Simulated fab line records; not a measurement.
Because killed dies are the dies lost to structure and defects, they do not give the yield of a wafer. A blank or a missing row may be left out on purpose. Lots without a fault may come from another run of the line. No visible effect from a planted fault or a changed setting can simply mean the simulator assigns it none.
fab line records	flow sky130
record lots=11	wafers=33	last_day=50
route steps=708 shown METAL3@565 CAP2M@603 METAL4@633 PAD_OPEN@708
lots untouched by any fault: they come from a run of this same line in which no faults occurred
start_h: hours from the record's first day to the start of the lot's first wafer shown	wait_h: hours elapsed since this lot's preceding step	" same as the row above	L1.1+2: several wafers, shown together as one row	- no value present, or no start provided	* or withheld: withheld	< > ~ a bound
route shown NAME@n: names a module that has steps shown in the file, with the first one's number in the route	usual: mean/standard deviation taken from wafers without a fault	same: alike in all rows	chamber/n: place in a boat	sites: the reading at each site	_std_site: the values' standard deviation	_edge_site: mean of outer sites minus mean of inner sites	radius_mm: how far each site lies from the wafer's centre	mask NAME#n: copy n	behind: the last tool/chamber to shape the wafer	hold: why the lot went on hold/how many hours it stayed there/how the hold came to an end	device: the n, p or np transistor that did not switch	end of line: at the end of the route, the tests of the same wafers	a step without rows: its recipe alone	killed: count of dies lost to structure and defects at first sort (not the wafer's yield)	map: the dies of a wafer, with x for killed, . for not killed, _ for no die there
set.NAME: the setting that was run; set.NAME@STEP: the one run at that earlier step	model.NAME: the simulator's own value behind a step, which no gauge read
route steps across a sampled set of lots; one table per step, one row per wafer
services: when a tool's chamber went out of use (start_h, in hours from the record's first day, below 0 if earlier), for how many hours, and the reason
## steps
# step SKY_METAL3_DESCUM_15
# recipe chemistry=O2	source_power_w=150	bias_power_w=0	pressure_mtorr=10	temp_c=40	time_s=8
# usual chamber_pressure_mTorr=10.001/0.01	drypump_motor_current_A=6.3/0.37	oes_product_au=1.004/0.012
# same time_s=8
lot.wafer	tool	chamber	start_h	wait_h	chamber_pressure_mTorr	drypump_motor_current_A	oes_product_au	rf_hours_counter_h
L208.2	rie_metal-02	0	900.42	0.0	10.008	6.3	1.009	2
L208.5	"	1	"	"	9.992	6.6	1.003	-
L208.6	"	0	"	"	10.005	6.2	1.016	-
L209.1	rie_metal-02	0	911.61	0.0	10.004	6.2	1.022	2
L209.3	"	1	"	"	10.008	6.6	1.006	-
L209.4	"	0	"	"	9.974	6.2	1.015	-
L211.4	rie_metal-01	0	918.47	0.0	9.995	6.2	1.017	-
L211.5	"	1	"	"	9.998	5.9	0.991	-
L211.6	"	0	"	"	9.996	6.2	1.020	-
L213.1	rie_metal-03	0	949.41	0.0	9.990	5.7	0.995	8
L213.3	"	0	"	"	9.976	5.7	0.990	-
L213.5	"	0	"	"	9.994	5.7	1.000	-
L216.1	rie_metal-01	1	966.02	0.0	10.007	6.0	0.990	9
L216.2	"	0	"	"	10.016	6.2	1.016	14
L216.4	"	1	"	"	9.989	5.9	0.996	-
L217.3	rie_metal-03	1	971.93	0.0	9.989	6.8	0.997	-
L217.5	"	0	"	"	9.999	5.7	0.979	-
L217.6	"	1	"	"	10.003	6.8	0.996	-
L220.1	rie_metal-03	0	992.02	0.0	10.001	5.6	0.987	10
L220.3	"	1	"	"	10.013	6.8	1.010	-
L220.6	"	1	"	"	10.003	6.8	1.003	-
L224.3	rie_metal-03	1	1021.07	0.0	10.008	6.8	0.993	-
L224.4	"	0	"	"	9.995	5.7	0.991	-
L224.6	"	0	"	"	9.986	5.7	0.994	-
L223.3	rie_metal-01	0	1022.67	0.0	9.997	6.2	1.006	-
L223.5	"	1	"	"	9.995	5.9	0.987	-
L223.6	"	0	"	"	10.012	6.2	1.016	-
L230.1	rie_metal-03	1	1056.66	0.0	10.005	6.8	0.994	16
L230.3	"	1	"	"	9.982	6.8	0.993	-
L230.4	"	0	"	"	10.004	5.7	0.990	-
L231.1	rie_metal-01	1	1060.17	0.0	10.002	6.0	0.998	16
L231.3	"	0	"	"	10.003	6.2	1.000	-
L231.5	"	0	"	"	9.991	6.2	1.025	-
# step SKY_CAP2M_CVD_00
# recipe material=SiO2	target_thk_nm=15.5	temp_c=400	time_s=withheld	rf_w=450
# usual heater_power_w=703/110
lot.wafer	tool	chamber	start_h	wait_h	heater_power_w
L208.2	pecvd-01	1	928.12	0.0	600
L208.5	"	1	"	"	619
L208.6	"	0	"	"	914
L209.1	pecvd-02	0	939.49	0.0	632
L209.3	"	2	"	"	601
L209.4	"	0	"	"	640
L211.4	pecvd-01	1	946.23	0.0	564
L211.5	"	2	"	"	641
L211.6	"	0	"	"	1029
L213.1	pecvd-02	1	977.65	0.0	672
L213.3	"	0	"	"	664
L213.5	"	1	"	"	656
L216.1	pecvd-02	1	992.62	0.0	768
L216.2	"	2	"	"	692
L216.4	"	0	"	"	703
L217.3	pecvd-01	1	998.52	0.0	652
L217.5	"	0	"	"	994
L217.6	"	1	"	"	633
L220.1	pecvd-01	0	1018.36	0.0	931
L220.3	"	2	"	"	633
L220.6	"	1	"	"	666
L224.3	pecvd-03	2	1047.72	0.0	584
L224.4	"	2	"	"	607
L224.6	"	1	"	"	710
L223.3	pecvd-01	1	1048.01	0.0	642
L223.5	"	2	"	"	650
L223.6	"	0	"	"	967
L230.1	pecvd-03	2	1080.91	0.0	603
L230.3	"	0	"	"	665
L230.4	"	0	"	"	664
L231.1	pecvd-03	2	1084.19	0.0	499
L231.3	"	1	"	"	674
L231.5	"	0	"	"	757
# step SKY_CAP2M_THK_MEAS_01
# recipe reads=SiO2_of_CAP2M_CVD_00
# usual CAP2M_CVD_00_THK=15.60/0.23
lot.wafer	tool	chamber	start_h	wait_h	CAP2M_CVD_00_THK[nm]
L208.2	film_metro-03	-	928.16	-	15.48
L208.5	"	-	"	"	15.62
L208.6	"	-	"	"	15.79
L209.1	film_metro-04	-	939.51	-	15.41
L209.3	"	-	"	"	15.22
L209.4	"	-	"	"	15.65
L211.4	film_metro-01	-	946.27	-	15.25
L211.5	"	-	"	"	15.59
L211.6	"	-	"	"	15.52
L213.1	film_metro-03	-	977.67	-	15.35
L213.3	"	-	"	"	15.38
L213.5	"	-	"	"	15.78
L216.1	film_metro-03	-	992.64	-	15.47
L216.2	"	-	"	"	15.28
L216.4	"	-	"	"	15.71
L217.3	film_metro-01	-	998.57	-	15.43
L217.5	"	-	"	"	15.78
L217.6	"	-	"	"	15.83
L220.1	film_metro-03	-	1018.39	-	15.39
L220.3	"	-	"	"	15.46
L220.6	"	-	"	"	15.56
L224.3	film_metro-04	-	1047.76	-	15.70
L224.4	"	-	"	"	16.02
L224.6	"	-	"	"	16.10
L223.3	film_metro-01	-	1048.05	-	25.32
L223.5	"	-	"	"	15.94
L223.6	"	-	"	"	15.65
L230.1	film_metro-01	-	1080.94	-	15.69
L230.3	"	-	"	"	15.44
L230.4	"	-	"	"	16.05
L231.1	film_metro-04	-	1084.21	-	15.79
L231.3	"	-	"	"	15.78
L231.5	"	-	"	"	16.10
# step SKY_CAP2M_RS_MEAS_03
# recipe thk_meas_gauge=four-point-probe	reads=TiN_of_CAP2M_SPUTTER_02
# usual CAP2M_TIN_RS=6.87/0.072
lot.wafer	tool	chamber	start_h	wait_h	CAP2M_TIN_RS[ohm/sq]
L208.2	film_metro-04	-	928.34	0.1	6.98
L208.5	"	-	"	"	6.98
L208.6	"	-	"	"	6.84
L209.1	film_metro-04	-	939.68	0.1	6.85
L209.3	"	-	"	"	6.81
L209.4	"	-	"	"	6.81
L211.4	film_metro-01	-	946.47	0.1	6.91
L211.5	"	-	"	"	6.90
L211.6	"	-	"	"	6.90
L213.1	film_metro-04	-	977.84	0.1	6.80
L213.3	"	-	"	"	6.78
L213.5	"	-	"	"	6.81
L216.1	film_metro-04	-	992.81	0.1	7.00
L216.2	"	-	"	"	6.97
L216.4	"	-	"	"	6.95
L217.3	film_metro-04	-	998.75	0.1	6.83
L217.5	"	-	"	"	6.85
L217.6	"	-	"	"	6.90
L220.1	film_metro-04	-	1018.56	0.1	6.89
L220.3	"	-	"	"	6.91
L220.6	"	-	"	"	6.91
L224.3	film_metro-03	-	1047.95	0.1	6.92
L224.4	"	-	"	"	6.86
L224.6	"	-	"	"	6.91
L223.3	film_metro-01	-	1048.24	0.1	6.85
L223.5	"	-	"	"	6.79
L223.6	"	-	"	"	6.82
L230.1	film_metro-03	-	1081.10	0.1	6.83
L230.3	"	-	"	"	6.87
L230.4	"	-	"	"	6.83
L231.1	film_metro-03	-	1084.38	0.1	6.98
L231.3	"	-	"	"	6.92
L231.5	"	-	"	"	6.95
# step SKY_CAP2M_THK_MEAS_04
# recipe thk_meas_gauge=xrf	reads=TiN_of_CAP2M_SPUTTER_02
# usual CAP2M_TIN_THK=198.5/2.3
lot.wafer	tool	chamber	start_h	wait_h	CAP2M_TIN_THK[nm]
L208.2	film_metro-04	-	928.45	0.1	194.3
L208.5	"	-	"	"	194.1
L208.6	"	-	"	"	197.3
L209.1	film_metro-04	-	939.80	0.1	198.5
L209.3	"	-	"	"	198.4
L209.4	"	-	"	"	198.8
L211.4	film_metro-01	-	946.56	0.1	198.1
L211.5	"	-	"	"	197.9
L211.6	"	-	"	"	198.3
L213.1	film_metro-04	-	977.96	0.1	198.8
L213.3	"	-	"	"	199.3
L213.5	"	-	"	"	198.4
L216.1	film_metro-04	-	992.93	0.1	193.2
L216.2	"	-	"	"	194.9
L216.4	"	-	"	"	195.1
L217.3	film_metro-04	-	998.85	0.1	198.5
L217.5	"	-	"	"	198.0
L217.6	"	-	"	"	196.1
L220.1	film_metro-04	-	1018.68	0.1	196.8
L220.3	"	-	"	"	197.1
L220.6	"	-	"	"	196.7
L224.3	film_metro-03	-	1048.05	0.1	199.5
L224.4	"	-	"	"	200.7
L224.6	"	-	"	"	198.5
L223.3	film_metro-01	-	1048.34	0.1	199.0
L223.5	"	-	"	"	201.2
L223.6	"	-	"	"	199.7
L230.1	film_metro-03	-	1081.22	0.1	201.2
L230.3	"	-	"	"	199.8
L230.4	"	-	"	"	201.5
L231.1	film_metro-03	-	1084.50	0.1	196.4
L231.3	"	-	"	"	199.2
L231.5	"	-	"	"	197.5
# step SKY_METAL4_ETCH_17
# recipe target=SiO2	stop_on=TiN	chemistry=C4F8/O2/Ar	source_w=1500	bias_w=1200	pressure_mtorr=40	c4f8_flow_sccm=withheld	O2_flow_sccm=6	Ar_flow_sccm=300	time_s=3.9	target_depth_a=150
# usual chamber_pressure_mTorr=40.00/0.036	oes_product_au=0.756/0.0062
# same time_s=3.9
lot.wafer	tool	chamber	start_h	wait_h	chamber_pressure_mTorr	oes_product_au	rf_hours_counter_h
L208.2	rie_diel-02	0	977.20	0.1	40.04	0.755	9
L208.5	"	2	"	"	39.97	0.761	-
L208.6	"	1	"	"	40.06	0.760	-
L209.1	rie_diel-02	3	988.91	0.1	39.97	0.748	0
L209.3	"	0	"	"	40.00	0.744	9
L209.4	"	2	"	"	40.03	0.763	11
L211.4	rie_diel-04	3	995.24	0.0	39.99	0.753	23
L211.5	"	2	"	"	39.99	0.754	-
L211.6	"	1	"	"	39.98	0.761	-
L213.1	rie_diel-03	3	1024.35	0.1	40.04	0.749	23
L213.3	"	0	"	"	40.00	0.750	13
L213.5	"	3	"	"	39.99	0.765	-
L216.1	rie_diel-02	1	1038.17	0.2	39.98	0.752	19
L216.2	"	0	"	"	40.02	0.747	11
L216.4	"	2	"	"	39.99	0.760	12
L217.3	rie_diel-02	1	1045.03	0.1	40.03	0.748	20
L217.5	"	2	"	"	39.98	0.765	-
L217.6	"	3	"	"	40.01	0.757	-
L220.1	rie_diel-02	2	1064.60	0.1	40.05	0.755	13
L220.3	"	0	"	"	40.00	0.754	12
L220.6	"	2	"	"	40.04	0.757	-
L224.3	rie_diel-02	1	1091.74	0.0	40.00	0.755	21
L224.4	"	2	"	"	40.00	0.766	13
L224.6	"	0	"	"	40.05	0.757	-
L223.3	rie_diel-03	0	1091.80	0.0	39.95	0.985	16
L223.5	"	3	"	"	40.02	0.761	-
L223.6	"	0	"	"	39.98	0.762	-
L230.1	rie_diel-04	2	1122.00	0.1	39.94	0.755	21
L230.3	"	0	"	"	40.03	0.757	21
L230.4	"	3	"	"	40.06	0.764	-
L231.1	rie_diel-04	0	1125.74	0.1	39.96	0.767	21
L231.3	"	3	"	"	40.02	0.753	27
L231.5	"	0	"	"	39.95	0.765	-
# step SKY_PAD_OPEN_PROBE_99
# usual defect_limited_yield=82.6/1.9	killed_at_M0_to_M3=42/7.1	killed_at_M4_up=3.3/1.9	killed_at_contacts=24/5	killed_at_front_end=15/4.7	killed_at_other=0.3/0.61	killed_dies=86/9.6	killed_on_rim=17/3.8	killed_open=47/7.5	killed_short=38/6.6
# same gross_dies=492	killed_at_back_side=0
lot.wafer	tool	chamber	start_h	wait_h	defect_limited_yield[%]	killed_at_M0_to_M3	killed_at_M4_up	killed_at_contacts	killed_at_front_end	killed_at_other	killed_dies	killed_on_rim	killed_open	killed_short
L208.2	prober-02	-	1071.54	0.1	81.7	42	4	26	16	2	90	24	46	43
L208.5	prober-02	-	1071.69	0.2	82.5	44	3	27	12	0	86	18	49	36
L208.6	prober-02	-	1071.74	0.2	80.3	49	2	31	15	0	97	17	60	37
L209.1	prober-01	-	1084.13	0.1	83.3	41	3	29	9	0	82	11	57	25
L209.3	prober-01	-	1084.23	0.2	81.3	39	9	25	19	0	92	26	41	51
L209.4	prober-01	-	1084.28	0.2	85.2	33	1	22	16	1	73	17	33	40
L211.4	prober-01	-	1088.98	0.2	82.1	39	5	22	21	1	88	15	45	42
L211.5	prober-01	-	1089.03	0.2	86.0	26	4	26	13	0	69	18	38	31
L211.6	prober-01	-	1089.08	0.2	83.3	35	1	25	21	0	82	15	47	35
L213.1	prober-01	-	1115.04	0.1	80.5	51	5	28	12	0	96	18	54	42
L213.3	prober-01	-	1115.14	0.2	82.9	45	4	20	15	0	84	16	56	28
L213.5	prober-01	-	1115.24	0.2	81.9	41	4	31	13	0	89	21	42	47
L216.1	prober-02	-	1127.46	0.1	83.3	41	5	22	14	0	82	16	41	41
L216.2	prober-02	-	1127.51	0.1	83.5	46	2	18	14	1	81	20	44	37
L216.4	prober-02	-	1127.61	0.2	83.1	51	1	20	11	0	83	14	46	37
L217.3	prober-01	-	1133.22	0.2	83.1	35	3	26	19	0	83	19	49	34
L217.5	prober-01	-	1133.32	0.2	83.3	35	4	27	15	1	82	15	48	34
L217.6	prober-01	-	1133.37	0.2	80.7	51	2	25	17	0	95	23	49	46
L220.1	prober-02	-	1151.02	0.1	81.9	44	5	27	13	0	89	14	43	46
L220.3	prober-02	-	1151.12	0.2	82.3	35	1	30	20	1	87	15	51	36
L220.6	prober-02	-	1151.27	0.2	79.7	39	3	34	24	0	100	20	54	46
L224.3	prober-01	-	1174.37	0.2	79.3	53	3	29	16	1	102	21	54	47
L224.4	prober-01	-	1174.42	0.2	83.9	40	1	22	15	1	79	13	45	34
L224.6	prober-01	-	1174.52	0.2	79.1	49	6	23	25	0	103	18	50	53
L223.3	prober-02	-	1175.87	0.2	81.5	54	3	16	18	0	91	11	49	41
L223.5	prober-02	-	1175.97	0.2	83.1	35	4	29	14	1	83	15	36	47
L223.6	prober-02	-	1176.02	0.2	81.7	38	1	25	26	0	90	19	49	41
L230.1	prober-02	-	1198.13	0.1	86.4	36	2	17	12	0	67	16	37	30
L230.3	prober-02	-	1198.23	0.2	83.7	40	6	17	17	0	80	15	47	33
L230.4	prober-02	-	1198.28	0.2	83.3	39	2	18	22	1	82	11	39	42
L231.1	prober-01	-	1200.75	0.1	85.4	30	5	26	10	1	72	11	45	27
L231.3	prober-01	-	1200.85	0.2	82.3	46	4	22	15	0	87	17	44	43
L231.5	prober-01	-	1200.95	0.2	82.9	35	4	29	16	0	84	19	47	37
# killed by level:class
L208.2 VIA1:geometric_particle:open=13 CONTACT:geometric_particle:short=10 CONTACT:geometric_particle:open=9 VIA3:geometric_particle:open=5 POLY_GATE:geometric_particle:short=4 VIA1:geometric_particle:short=4 VIA2:geometric_particle:open=4 VIA3:geometric_particle:short=4
L208.5 VIA1:geometric_particle:open=11 VIA3:geometric_particle:open=9 VIA1:geometric_particle:short=7 CONTACT:geometric_particle:open=7 VIA2:geometric_particle:open=6 LI_CONTACT:geometric_particle:open=6 CONTACT:geometric_particle:short=6 LOCAL_INTERCONNECT:geometric_particle:short=4
L208.6 VIA2:geometric_particle:open=12 CONTACT:geometric_particle:open=10 VIA3:geometric_particle:open=9 LI_CONTACT:geometric_particle:open=9 VIA1:geometric_particle:open=8 CONTACT:geometric_particle:short=7 FIELD_ISO:geometric_particle:short=6 METAL2:geometric_particle:short=5
L209.1 VIA1:geometric_particle:open=19 CONTACT:geometric_particle:open=17 VIA2:geometric_particle:open=5 POLY_GATE:geometric_particle:short=4 LI_CONTACT:geometric_particle:open=4 CONTACT:geometric_particle:short=4 VIA1:geometric_particle:short=4 VIA3:geometric_particle:open=4
L209.3 VIA3:geometric_particle:open=9 LOCAL_INTERCONNECT:geometric_particle:short=7 FIELD_ISO:geometric_particle:short=6 CONTACT:geometric_particle:open=6 VIA1:geometric_particle:short=6 METAL2:geometric_particle:short=6 FIELD_ISO:geometric_particle:open=5 CONTACT:geometric_particle:short=5
L209.4 CONTACT:geometric_particle:open=9 POLY_GATE:geometric_particle:short=6 LI_CONTACT:geometric_particle:open=6 VIA1:geometric_particle:short=6 METAL1:geometric_particle:short=5 METAL2:geometric_particle:short=5 VIA2:geometric_particle:open=5 FIELD_ISO:geometric_particle:short=4
L211.4 VIA1:geometric_particle:open=10 FIELD_ISO:geometric_particle:open=7 CONTACT:geometric_particle:open=7 VIA2:geometric_particle:open=7 METAL1:geometric_particle:short=6 METAL2:geometric_particle:short=6 LI_CONTACT:geometric_particle:open=5 FIELD_ISO:geometric_particle:short=4
L211.5 CONTACT:geometric_particle:open=12 LI_CONTACT:geometric_particle:open=7 VIA1:geometric_particle:open=6 VIA3:geometric_particle:open=5 CONTACT:geometric_particle:short=4 METAL3:geometric_particle:short=4 FIELD_ISO:geometric_particle:short=3 POLY_GATE:geometric_particle:short=3
L211.6 VIA1:geometric_particle:open=9 CONTACT:geometric_particle:open=8 LI_CONTACT:geometric_particle:open=7 VIA3:geometric_particle:open=7 FIELD_ISO:geometric_particle:open=5 LOCAL_INTERCONNECT:geometric_particle:short=5 VIA2:geometric_particle:open=5 POLY_GATE:geometric_particle:short=4
L213.1 LI_CONTACT:geometric_particle:open=11 CONTACT:geometric_particle:open=10 VIA1:geometric_particle:open=10 METAL2:geometric_particle:short=8 VIA3:geometric_particle:open=6 METAL1:geometric_particle:short=5 VIA2:geometric_particle:open=5 POLY_GATE:geometric_particle:short=4
L213.3 VIA2:geometric_particle:open=11 LI_CONTACT:geometric_particle:open=9 VIA1:geometric_particle:open=9 VIA3:geometric_particle:open=9 CONTACT:geometric_particle:open=6 METAL3:geometric_particle:short=5 FIELD_ISO:geometric_particle:open=4 FIELD_ISO:geometric_particle:short=4
L213.5 CONTACT:geometric_particle:open=10 METAL1:geometric_particle:short=7 CONTACT:geometric_particle:short=7 VIA2:geometric_particle:open=7 VIA1:geometric_particle:open=6 LI_CONTACT:geometric_particle:open=5 VIA1:geometric_particle:short=5 VIA3:geometric_particle:open=5
L216.1 METAL1:geometric_particle:short=10 CONTACT:geometric_particle:open=9 VIA1:geometric_particle:open=6 CONTACT:geometric_particle:short=5 VIA1:geometric_particle:short=5 METAL2:geometric_particle:short=5 FIELD_ISO:geometric_particle:open=4 POLY_GATE:geometric_particle:open=4
L216.2 VIA3:geometric_particle:open=11 METAL1:geometric_particle:short=8 VIA1:geometric_particle:open=8 FIELD_ISO:geometric_particle:short=7 LI_CONTACT:geometric_particle:open=6 VIA2:geometric_particle:open=6 CONTACT:geometric_particle:open=5 VIA1:geometric_particle:short=5
L216.4 VIA3:geometric_particle:open=14 VIA1:geometric_particle:open=7 CONTACT:geometric_particle:short=6 CONTACT:geometric_particle:open=6 METAL2:geometric_particle:short=6 POLY_GATE:geometric_particle:open=5 METAL1:geometric_particle:short=5 LI_CONTACT:geometric_particle:open=4
L217.3 VIA3:geometric_particle:open=10 VIA1:geometric_particle:open=9 CONTACT:geometric_particle:short=7 FIELD_ISO:geometric_particle:open=6 LI_CONTACT:geometric_particle:open=6 CONTACT:geometric_particle:open=6 FIELD_ISO:geometric_particle:short=5 LI_CONTACT:geometric_particle:short=5
L217.5 CONTACT:geometric_particle:open=10 VIA1:geometric_particle:open=8 CONTACT:geometric_particle:short=7 VIA2:geometric_particle:open=6 LI_CONTACT:geometric_particle:open=6 FIELD_ISO:geometric_particle:short=5 VIA3:geometric_particle:open=5 FIELD_ISO:geometric_particle:open=4
L217.6 CONTACT:geometric_particle:open=11 VIA1:geometric_particle:open=9 LI_CONTACT:geometric_particle:open=7 FIELD_ISO:geometric_particle:short=6 VIA3:geometric_particle:short=6 METAL2:geometric_particle:short=6 VIA2:geometric_particle:open=6 VIA3:geometric_particle:open=6
L220.1 CONTACT:geometric_particle:open=11 VIA1:geometric_particle:open=11 LI_CONTACT:geometric_particle:open=7 FIELD_ISO:geometric_particle:short=6 METAL2:geometric_particle:short=6 VIA3:geometric_particle:open=6 LOCAL_INTERCONNECT:geometric_particle:short=5 METAL1:geometric_particle:short=5
L220.3 CONTACT:geometric_particle:open=13 VIA2:geometric_particle:open=8 VIA1:geometric_particle:open=8 CONTACT:geometric_particle:short=7 FIELD_ISO:geometric_particle:open=6 SPACER:geometric_particle:open=5 LI_CONTACT:geometric_particle:open=5 POLY_GATE:geometric_particle:short=4
L220.6 LI_CONTACT:geometric_particle:open=12 CONTACT:geometric_particle:open=12 CONTACT:geometric_particle:short=8 FIELD_ISO:geometric_particle:open=6 FIELD_ISO:geometric_particle:short=6 POLY_GATE:geometric_particle:open=6 METAL2:geometric_particle:short=6 METAL1:geometric_particle:short=5
L224.3 VIA3:geometric_particle:open=10 CONTACT:geometric_particle:open=10 VIA1:geometric_particle:open=9 VIA1:geometric_particle:short=7 METAL2:geometric_particle:short=7 FIELD_ISO:geometric_particle:short=6 LOCAL_INTERCONNECT:geometric_particle:short=6 LI_CONTACT:geometric_particle:open=6
L224.4 VIA1:geometric_particle:open=10 CONTACT:geometric_particle:open=8 VIA1:geometric_particle:short=6 POLY_GATE:geometric_particle:open=5 LI_CONTACT:geometric_particle:open=5 VIA3:geometric_particle:open=5 VIA2:geometric_particle:open=5 FIELD_ISO:geometric_particle:short=4
L224.6 FIELD_ISO:geometric_particle:short=9 METAL1:geometric_particle:short=8 VIA3:geometric_particle:open=7 CONTACT:geometric_particle:open=7 VIA2:geometric_particle:open=7 CONTACT:geometric_particle:short=6 METAL2:geometric_particle:short=6 POLY_GATE:geometric_particle:open=5
L223.3 VIA2:geometric_particle:open=11 FIELD_ISO:geometric_particle:open=8 VIA3:geometric_particle:open=8 METAL1:geometric_particle:short=7 METAL2:geometric_particle:short=6 VIA2:geometric_particle:short=5 LOCAL_INTERCONNECT:geometric_particle:short=4 CONTACT:geometric_particle:open=4
L223.5 LOCAL_INTERCONNECT:geometric_particle:short=9 CONTACT:geometric_particle:open=9 FIELD_ISO:geometric_particle:short=7 VIA1:geometric_particle:open=7 LI_CONTACT:geometric_particle:open=5 VIA2:geometric_particle:open=5 CONTACT:geometric_particle:short=5 METAL2:geometric_particle:short=5
L223.6 CONTACT:geometric_particle:open=11 VIA1:geometric_particle:open=10 FIELD_ISO:geometric_particle:short=7 FIELD_ISO:geometric_particle:open=5 LOCAL_INTERCONNECT:geometric_particle:short=5 METAL1:geometric_particle:short=5 VIA2:geometric_particle:open=5 POLY_GATE:geometric_particle:open=4
L230.1 VIA2:geometric_particle:open=10 CONTACT:geometric_particle:open=7 CONTACT:geometric_particle:short=6 METAL2:geometric_particle:short=6 METAL1:geometric_particle:short=5 VIA1:geometric_particle:open=5 POLY_GATE:geometric_particle:short=4 POLY_GATE:geometric_particle:open=3
L230.3 VIA1:geometric_particle:open=9 VIA2:geometric_particle:open=7 POLY_GATE:geometric_particle:short=6 LI_CONTACT:geometric_particle:open=5 CONTACT:geometric_particle:open=5 METAL1:geometric_particle:open=4 METAL1:geometric_particle:short=4 FIELD_ISO:geometric_particle:short=3
L230.4 VIA1:geometric_particle:open=10 CONTACT:geometric_particle:open=8 POLY_GATE:geometric_particle:short=6 FIELD_ISO:geometric_particle:short=5 VIA3:geometric_particle:open=5 LI_CONTACT:geometric_particle:open=4 LOCAL_INTERCONNECT:geometric_particle:short=4 METAL1:geometric_particle:short=4
L231.1 CONTACT:geometric_particle:open=13 VIA3:geometric_particle:open=7 VIA1:geometric_particle:open=7 LI_CONTACT:geometric_particle:open=6 METAL4:geometric_particle:short=4 FIELD_ISO:geometric_particle:short=3 POLY_GATE:geometric_particle:open=3 LI_CONTACT:geometric_particle:short=3
L231.3 VIA1:geometric_particle:open=8 VIA3:geometric_particle:open=8 VIA1:geometric_particle:short=7 VIA2:geometric_particle:open=7 METAL2:geometric_particle:short=6 CONTACT:geometric_particle:open=6 POLY_GATE:geometric_particle:open=5 FIELD_ISO:geometric_particle:short=4
L231.5 CONTACT:geometric_particle:open=10 VIA1:geometric_particle:open=10 VIA3:geometric_particle:open=8 CONTACT:geometric_particle:short=7 POLY_GATE:geometric_particle:open=4 POLY_GATE:geometric_particle:short=4 LI_CONTACT:geometric_particle:short=4 LI_CONTACT:geometric_particle:open=4
## services
tool	chamber	start_h	hours	kind
pecvd-02	1	878.91	5.1	repair
rie_diel-03	1	886.23	1.4	repair
pecvd-03	-	896.64	2.8	pm
rie_diel-04	-	905.36	1.4	repair
rie_diel-02	0	907.76	5.6	repair
rie_diel-02	-	915.07	0.7	repair
rie_diel-03	-	915.80	1.6	repair
rie_metal-02	-	918.40	0.3	repair
pecvd-02	1	925.83	3.9	repair
pecvd-03	2	938.08	21.6	repair
rie_diel-04	1	946.62	46.5	repair
pecvd-02	1	956.14	2.6	repair
pecvd-01	2	972.08	23.6	repair
rie_diel-02	-	990.58	3.1	repair
rie_diel-04	0	1017.51	5.3	repair
rie_diel-02	3	1021.09	3.0	repair
pecvd-03	-	1021.59	6.0	pm
rie_metal-01	0	1026.41	19.1	repair
pecvd-03	2	1051.52	3.1	repair
pecvd-03	1	1052.64	3.8	repair
pecvd-03	0	1055.08	8.8	repair
pecvd-01	2	1098.55	6.4	repair
pecvd-01	-	1112.35	4.2	repair
rie_diel-04	1	1118.93	3.1	repair
## key
first_sign step=SKY_CAP2M_THK_MEAS_01	reading=CAP2M_CVD_00_THK	direction=up	sigmas=42	usual=15.60	struck=25.32
effect step=SKY_METAL4_ETCH_17	reading=oes_product_au	direction=up	sigmas=37	usual=0.756	struck=0.985
met_at SKY_CAP2M_CVD_00
struck_lots L223
struck_wafers L223.3
not_acting_at SKY_METAL3_DESCUM_15,SKY_CAP2M_RS_MEAS_03,SKY_CAP2M_THK_MEAS_04
onset_between 1018.36 1048.01
fault kind=process_parameter_drift	tool=pecvd-01	chamber=-	onset_h=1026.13	steps=SKY_CAP2M_CVD_00	channel=target_thk_nm	offset=9.8803	shape=step	end_h=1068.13	scope=struck_wafers_only	acts_in=these_recipes_only	stated=15.5
